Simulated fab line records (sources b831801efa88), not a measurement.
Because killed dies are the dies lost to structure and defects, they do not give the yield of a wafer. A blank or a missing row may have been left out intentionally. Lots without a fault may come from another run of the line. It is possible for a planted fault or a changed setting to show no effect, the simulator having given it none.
Which of the tools did it? | flow sky130 | 20 wafers from 7 lots sampled at 2 of the route's 708 steps

== WHAT THE GAUGES READ, wafer by wafer ==
SKY_CONTACT_THK_MEAS_03.
lot  | measured     | on            | CONTACT_HDPCVD_THK (nm)
L259 | day 31 09:34 | film-metro-01 | 560 564 552
L262 | day 32 05:14 | film-metro-01 | 566 559 560
L264 | day 33 01:49 | film-metro-02 | 574 568 570
L266 | day 33 08:37 | film-metro-01 | 571 564 572
L271 | day 34 22:51 | film-metro-01 | 342 578
L273 | day 35 19:02 | film-metro-01 | 550 556 549
L277 | day 36 20:19 | film-metro-04 | 570 576 569

== EACH LOT AND THE TOOL THAT RAN IT (in order: tool; ch and the chambers of the sampled wafers; start) ==
lot  | SKY_CONTACT_HDPCVD_02
L259 | hdpcvd-02 ch 1,2, day 31 09:29
L262 | hdpcvd-02 ch 0,2, day 32 05:09
L264 | hdpcvd-01 ch 1,2, day 33 01:44
L266 | hdpcvd-01 ch 0,1,2, day 33 08:32
L271 | hdpcvd-01 ch 0,2, day 34 22:47
L273 | hdpcvd-02 ch 1,2, day 35 18:56
L277 | hdpcvd-02 ch 0,2, day 36 20:14
- SKY_CONTACT_HDPCVD_02: deposits SiO2, target thk 565 nm, time 94.2 s.

== THE ANSWER, worked out from the rows above alone ==
Rule: the lots themselves supply what counts as usual. Put in order of their means at a reading, lots are off if they are a third of the lots or fewer, leave a main group of 4 or more, and stand apart from it by a gap of 3 or more times the standard deviation of the main group's means; of several such gaps the widest counts. Not used: any main group whose means are identical at the precision the tables above print for the reading. A lot without any number at a reading at which 4 lots or more have one is off too. Any other lot the step has rows for is counted as sound.
Off: L271, at SKY_CONTACT_THK_MEAS_03 (CONTACT_HDPCVD_THK). The main group: mean 564 nm, standard deviation 7.2.
A tool fits if, at a process step before that reading, it ran every lot that is off, and no sound lot after the first of them. Those tools and the gauges at SKY_CONTACT_THK_MEAS_03 are tried in the same way. One fits: SKY_CONTACT_HDPCVD_02 on hdpcvd-01. A fault onset in the window from L266 (day 33 08:32, its last sound lot) to L271 (day 34 22:47, its first lot off) fits.

== WHAT HAD BEEN PUT IN BY THE SIMULATOR ==
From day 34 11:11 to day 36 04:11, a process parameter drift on hdpcvd-01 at SKY_CONTACT_HDPCVD_02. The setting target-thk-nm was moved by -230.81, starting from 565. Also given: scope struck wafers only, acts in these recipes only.
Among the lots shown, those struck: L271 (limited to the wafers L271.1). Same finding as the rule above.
